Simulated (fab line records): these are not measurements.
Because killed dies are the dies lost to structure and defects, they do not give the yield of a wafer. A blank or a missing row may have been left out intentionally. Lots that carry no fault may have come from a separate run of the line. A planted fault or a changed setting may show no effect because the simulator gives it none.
Struck lot and sound lot, side by side	flow sky130	16 out of 708 route steps
Sound: the wafers L505.2, L505.5, L505.6. Wafers struck: L510.3, L510.4, L510.5. The cause is given at the end.
Order at every step that has rows: each side's tool, ch and its chambers, its first start. Under that, the readings that differ: sound wafers	struck wafers	difference of the means	sigmas: that difference in standard deviations of wafers without a fault.
alike: readings whose means differ by less than 2 such deviations, and words and numbers that are the same on both sides. not compared: withheld readings, readings that some wafer has no value for, bounds like >300 that may hide the same value, and numbers for which the record gives no deviation and whose values overlap.
Wherever a step has rows on one side only, a row that says differs or no value, or a row with sigmas, the two part there. Numbers that have no deviation but don't overlap get no sigmas and don't part them. Lack of a reading on every wafer of one side parts them only where that side has two or more wafers.

SKY_LI_CONTACT_BOW_MEAS_03:
  sound on film_metro-04, day 30 23:21; struck on film_metro-04, day 32 00:52
  alike: LI_CONTACT_BOW
then, 4 steps without rows for these wafers: SKY_LI_CONTACT_DEHYDRATE_04 (time 60 s); SKY_LI_CONTACT_HMDS_05 (prime time 60 s); SKY_LI_CONTACT_COAT_06 (resist thk 60 nm); SKY_LI_CONTACT_COAT_07 (resist thk 450 nm).
SKY_LI_CONTACT_SOFTBAKE_08: time 91.21 s.
  sound on litho_track-02 ch 0; struck on litho_track-04 ch 0
  alike: exhaust_pa, heater_power_total_W, plate_sensor_t_centre_C, plate_sensor_t_edge_C
then, 3 steps without rows for these wafers: SKY_LI_CONTACT_EXPOSE_09 (exposes mask LICM1, target cd 170 nm); SKY_LI_CONTACT_PEB_10; SKY_LI_CONTACT_DEVELOP_11 (develop time 60 s).
SKY_LI_CONTACT_CD_MEAS_12: target cd 170 nm.
  sound on cd_sem-01, day 32 02:59; struck on cd_sem-02, day 33 02:23
  alike: cd_nm
SKY_LI_CONTACT_OVL_MEAS_13:
  sound on overlay-01, day 32 03:05; struck on overlay-01, day 33 02:29
  alike: LI_CONTACT_OVL
SKY_LI_CONTACT_ETCH_14: etches BARC in N2/H2, stops on SiO2, time 45.9 s, target depth 60 nm.
  sound on rie_diel-02 ch 0,1, day 32 03:07; struck on rie_diel-02 ch 0,2, day 33 02:30
reading	sound	struck	difference	sigmas
throttle_valve_pct (%)	13.248 13.228 13.233	13.207 13.216 13.224	-0.021	-2
  alike: drypump_motor_current_A, oes_product_au, rf_fwd_power_W
  not compared: rf_hours_counter_h
SKY_LI_CONTACT_ETCH_15: etches PSG in C4F8/O2/Ar, stops on Si, target depth 600 nm.
  sound on rie_diel-02 ch 0,1, day 32 03:10; struck on rie_diel-02 ch 0,2, day 33 02:33
reading	sound	struck	difference	sigmas
rf_fwd_power_W (W)	1485 1495 1493	1256 1261 1257	-233	-46
model.KrF-thick_of_LI_CONTACT_COAT_07.thk_nm (nm)	230 230.4 230	245.3 240.6 240.9	+12.1	
  alike: oes_product_au
SKY_LI_CONTACT_STRIP_16: strips in O2/N2.
  sound on plasma_asher-04 ch 0,1, day 32 03:14; struck on plasma_asher-01 ch 0,1, day 33 02:40
reading	sound	struck	difference	sigmas
strip_time_to_endpoint_s (s)	3.484 3.480 3.477	3.649 3.598 3.609	+0.138	+5
  alike: drypump_motor_current_A, oes_product_au
  not compared: rf_hours_counter_h
then, 1 step without rows for these wafers: SKY_LI_CONTACT_CLEAN_17 (cleans in NMP, time 600 s).
-- the record jumps here: 15 days lie between the struck wafers' starts before and after (it left off in module LI_CONTACT and takes up again in module PAD_OPEN, whose first step shown is number 708 of the route) --
SKY_PAD_OPEN_PROBE_99:
  sound on prober-02, day 47 23:47; struck on prober-01, day 48 14:20
reading	sound	struck	difference	sigmas
model.etest.licon_pdiff.rc_ohm	576.5 570.4 591.7	631.5 604.8 607.5	+35.1	
model.etest.licon_ndiff.rc_ohm	180.5 183.6 180	198 186.6 193.8	+11	
  alike: killed_at_M0_to_M3, killed_at_M4_up, killed_at_contacts, killed_at_front_end, killed_at_other, killed_dies, killed_open, killed_short

== WHERE THEY PART ==
At SKY_LI_CONTACT_ETCH_14 first; at SKY_LI_CONTACT_STRIP_16 last (within this record only). Later steps at which nothing parts them and some readings are alike: SKY_PAD_OPEN_PROBE_99.

WHY: what the simulator had put in
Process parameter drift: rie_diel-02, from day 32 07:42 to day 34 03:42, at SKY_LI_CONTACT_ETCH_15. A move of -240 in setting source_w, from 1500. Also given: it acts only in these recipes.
